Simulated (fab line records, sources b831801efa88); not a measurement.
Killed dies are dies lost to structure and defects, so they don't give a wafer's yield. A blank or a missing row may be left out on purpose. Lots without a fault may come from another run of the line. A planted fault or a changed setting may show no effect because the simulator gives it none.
Tool commonality check | flow sky130 | 13 lots, 39 wafers sampled

WHY IT WAS OPENED
At SKY_GATE_OXIDE_THK_MEAS_02 the reading GATE_OXIDE_OXIDATION_00_THK is flagged on 2 of 13 lots. Wafers without a fault read 10.36 nm, standard deviation 0.18.
Rule: a lot is flagged when every wafer of it that has a number lies more than 4 standard deviations from that mean, or none has a number. The other lots count as sound.

lot  | measured     | on            | GATE_OXIDE_OXIDATION_00_THK (nm), wafer by wafer | flag
L162 | day 12 11:47 | film_metro-01 | 10.02 10.17 10.22                                |
L163 | day 13 02:03 | film_metro-01 | 10.26 10.40 10.41                                |
L164 | day 13 04:51 | film_metro-03 | 10.28 10.34 10.04                                |
L167 | day 13 21:51 | film_metro-02 | 10.30 10.23 10.29                                |
L166 | day 13 21:52 | film_metro-03 | 10.44 10.44 10.48                                |
L168 | day 14 14:23 | film_metro-03 | 10.12 10.27 10.30                                |
L169 | day 14 21:31 | film_metro-02 | 10.59 10.56 10.57                                |
L170 | day 15 01:52 | film_metro-01 | 10.24 10.27 10.42                                |
L171 | day 15 10:17 | film_metro-01 | 10.26 10.07 10.11                                |
L172 | day 16 03:04 | film_metro-02 | 10.46 10.41 10.45                                |
L181 | day 19 04:50 | film_metro-03 | 13.60 13.66 13.83                                | FLAGGED
L183 | day 20 02:58 | film_metro-03 | 13.61 13.50 13.58                                | FLAGGED
L184 | day 20 10:38 | film_metro-03 | 10.25 10.38 10.16                                |
The numbers of the flagged lots are 13.63 nm on average: +3.27 nm against the usual, or +18 standard deviations.

WHICH TOOL RAN EACH LOT
The record holds 1 process step before the reading, out of a route of 708 steps. In each cell: the tool, then ch and the chambers that the sampled wafers went through, then the start.
lot  | flag    | SKY_GATE_OXIDE_OXIDATION_01
L162 |         | furnace-02 ch 0, day 12 10:22
L163 |         | furnace-01 ch 0, day 13 00:38
L164 |         | furnace-02 ch 0, day 13 03:26
L167 |         | furnace-01 ch 0, day 13 20:26
L166 |         | furnace-01 ch 0, day 13 20:26
L168 |         | furnace-01 ch 0, day 14 12:58
L169 |         | furnace-02 ch 0, day 14 20:05
L170 |         | furnace-02 ch 0, day 15 00:26
L171 |         | furnace-02 ch 0, day 15 08:51
L172 |         | furnace-02 ch 0, day 16 01:39
L181 | FLAGGED | furnace-01 ch 0, day 19 03:25
L183 | FLAGGED | furnace-01 ch 0, day 20 01:32
L184 |         | furnace-02 ch 0, day 20 09:12
What these steps do:
- SKY_GATE_OXIDE_OXIDATION_01: stabilise 600 s, purge 300 s, target thk 10.268 nm.
- SKY_GATE_OXIDE_THK_MEAS_02

FLAGGED OVER TOTAL, TOOL BY TOOL (the gauges that took the reading come last)
step                        | tool          | lots run | flagged | share of the flagged lots | sound lots run after its first flagged lot
SKY_GATE_OXIDE_OXIDATION_01 | furnace-01    | 6        | 2       | all                       | 0
SKY_GATE_OXIDE_OXIDATION_01 | furnace-02    | 7        | 0       | none                      | -
SKY_GATE_OXIDE_THK_MEAS_02  | film_metro-01 | 4        | 0       | none                      | -
SKY_GATE_OXIDE_THK_MEAS_02  | film_metro-02 | 3        | 0       | none                      | -
SKY_GATE_OXIDE_THK_MEAS_02  | film_metro-03 | 6        | 2       | all                       | 1 (L184)

WHAT THE TABLE ALLOWS
2 rows of the table ran every flagged lot: furnace-01 at SKY_GATE_OXIDE_OXIDATION_01, film_metro-03 at SKY_GATE_OXIDE_THK_MEAS_02.
- furnace-01 at SKY_GATE_OXIDE_OXIDATION_01: 2 of its 6 lots flagged. Its last sound lot is L168 (day 14 12:58), its first flagged lot L181 (day 19 03:25): a fault that began between those two fits.
- film_metro-03 at SKY_GATE_OXIDE_THK_MEAS_02: 2 of its 6 lots flagged. Sound lots ran on it after the first flagged one (L184), which a lasting fault on the whole tool wouldn't allow.
One tool is left: furnace-01 at SKY_GATE_OXIDE_OXIDATION_01.

WHAT THE SIMULATOR HAD PUT IN
Process parameter drift: furnace-01, from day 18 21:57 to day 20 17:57, at SKY_GATE_OXIDE_OXIDATION_01. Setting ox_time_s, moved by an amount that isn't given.
Lots struck among those shown: L181, L183. The rule above found the same.
